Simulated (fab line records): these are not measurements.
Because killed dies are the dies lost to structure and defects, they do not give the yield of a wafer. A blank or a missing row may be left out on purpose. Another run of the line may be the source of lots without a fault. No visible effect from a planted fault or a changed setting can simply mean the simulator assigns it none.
The tool behind it: which one? :: flow gf180mcu :: 18 wafers from 6 lots sampled at 2 of the route's 602 steps

## WHAT THE GAUGES READ, wafer by wafer
GF_VT_IMPLANT_RS_MEAS_49: a four-point-probe measurement.
lot: L571
measured: day 8 02:44
on: filmMetro-01
MVPSD_RS (ohm/sq): 1167.0 1166.3 1163.5

lot: L573
measured: day 8 15:35
on: filmMetro-03
MVPSD_RS (ohm/sq): 1164.2 1165.2 1163.8

lot: L576
measured: day 9 12:09
on: filmMetro-03
MVPSD_RS (ohm/sq): 1167.1 1170.4 1167.4

lot: L584
measured: day 11 18:38
on: filmMetro-03
MVPSD_RS (ohm/sq): - - -

lot: L586
measured: day 12 08:26
on: filmMetro-03
MVPSD_RS (ohm/sq): - - -

lot: L589
measured: day 13 06:00
on: filmMetro-03
MVPSD_RS (ohm/sq): 1165.4 1166.5 1166.5

## EACH LOT AND THE TOOL THAT RAN IT (in order: tool; ch and the chambers of the sampled wafers; start)
lot: L571
GF_MVPSD_IMPLANT_09: implanter-01 ch 0, day 5 12:22

lot: L573
GF_MVPSD_IMPLANT_09: implanter-02 ch 0, day 5 23:31

lot: L576
GF_MVPSD_IMPLANT_09: implanter-03 ch 0, day 6 16:29

lot: L584
GF_MVPSD_IMPLANT_09: implanter-01 ch 0, day 8 18:19

lot: L586
GF_MVPSD_IMPLANT_09: implanter-01 ch 0, day 9 07:17

lot: L589
GF_MVPSD_IMPLANT_09: implanter-02 ch 0, day 10 02:14
- GF_MVPSD_IMPLANT_09

## THE ANSWER, worked out from the rows above alone
Rule: the usual values come from the lots themselves. The widest of any qualifying gaps counts: lots, ordered by their means at a reading, are off when they make up no more than a third of the lots, leave a main group of 4 or more, and stand apart from it by 3 or more times the standard deviation of that group's means. If all means in a main group match to the digits the tables above print for the reading, that group is not used. Also off: a lot with no number at a reading for which 4 or more lots have one. The other lots that the step has rows for count as sound.
Off: L584, L586, at GF_VT_IMPLANT_RS_MEAS_49 (MVPSD_RS). Without a number there: L584, L586. For the main group the mean is 1166.1 ohm/sq and the standard deviation 1.4.
A tool fits if, at a process step before that reading, it ran every lot that is off, and no sound lot after the first of them. Gauges at GF_VT_IMPLANT_RS_MEAS_49: tried the same way as those tools. One fits: implanter-01 at GF_MVPSD_IMPLANT_09. A fault onset in the window from L571 (day 5 12:22, its last sound lot) to L584 (day 8 18:19, its first lot off) fits.

## WHAT THE SIMULATOR HAD INSERTED
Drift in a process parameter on implanter-01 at GF_MVPSD_IMPLANT_09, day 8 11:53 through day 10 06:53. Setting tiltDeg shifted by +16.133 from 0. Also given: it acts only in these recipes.
Lots struck among those shown: L584, L586. This agrees with what the rule above found.
